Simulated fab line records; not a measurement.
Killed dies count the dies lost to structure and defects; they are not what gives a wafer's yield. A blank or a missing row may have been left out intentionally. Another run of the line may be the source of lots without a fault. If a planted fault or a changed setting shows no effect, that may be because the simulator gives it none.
What tool caused it?	flow sfq_line	42 wafers sampled from 14 lots at 1 step of a route of 325

## WHAT EACH GAUGE READ, for each wafer
SFQ_M2_OVL_MEAS_916. Usual: M2_OVL typically reads 1 nm, with standard deviation 5.7.
lot	measured	on	M2_OVL (nm)	flag
L790	day 23 11:56	overlay-01	3 0 0	
L791	day 23 21:53	overlay-01	4 8 4	
L799	day 34 13:08	overlay-01	-8 -5 -2	
L800	day 34 23:07	overlay-02	0 4 2	
L801	day 35 03:55	overlay-02	-2 -6 -7	
L802	day 35 07:31	overlay-01	2 -2 -2	
L803	day 35 12:19	overlay-01	6 10 1	
L804	day 37 13:53	overlay-02	2 -1 -2	
L805	day 37 17:29	overlay-02	6 7 3	
L806	day 38 04:17	overlay-01	-6 -5 2	
L807	day 38 05:29	overlay-01	4 2 6	
L808	day 38 06:41	overlay-01	11 12 12	
L809	day 38 09:05	overlay-01	-1 -1 -1	
L810	day 38 10:17	overlay-01	-2 -11 2	

## TOOL THAT RAN EACH LOT (tool first, then ch and the chambers of the sampled wafers, then the start)
Before these readings, the record contains no process step.

## AS READ BY THE TOOLS THEMSELVES (means over the sampled wafers that have a number; for cases with no such wafer, the mark the record gives instead)
The record holds no such reading with a usual standard deviation.

## THE ANSWER, worked out from the rows above alone
Rule: lot off if the mean of its wafers having a number is beyond 3 standard deviations from the usual mean. A lot without any number at a reading at which 4 lots or more have one is off too. Any other lot the step has rows for is counted as sound. Order of review: gauges by route order, followed by the tools' own readings, for which a lot's mean as printed above is used. The first step at which some lot is off is used, and at that step the reading that is off furthest; a lot without a number counts as furthest.
No lot is off at any reading shown: from this, nothing can be told.

## WHAT THE SIMULATOR PUT IN
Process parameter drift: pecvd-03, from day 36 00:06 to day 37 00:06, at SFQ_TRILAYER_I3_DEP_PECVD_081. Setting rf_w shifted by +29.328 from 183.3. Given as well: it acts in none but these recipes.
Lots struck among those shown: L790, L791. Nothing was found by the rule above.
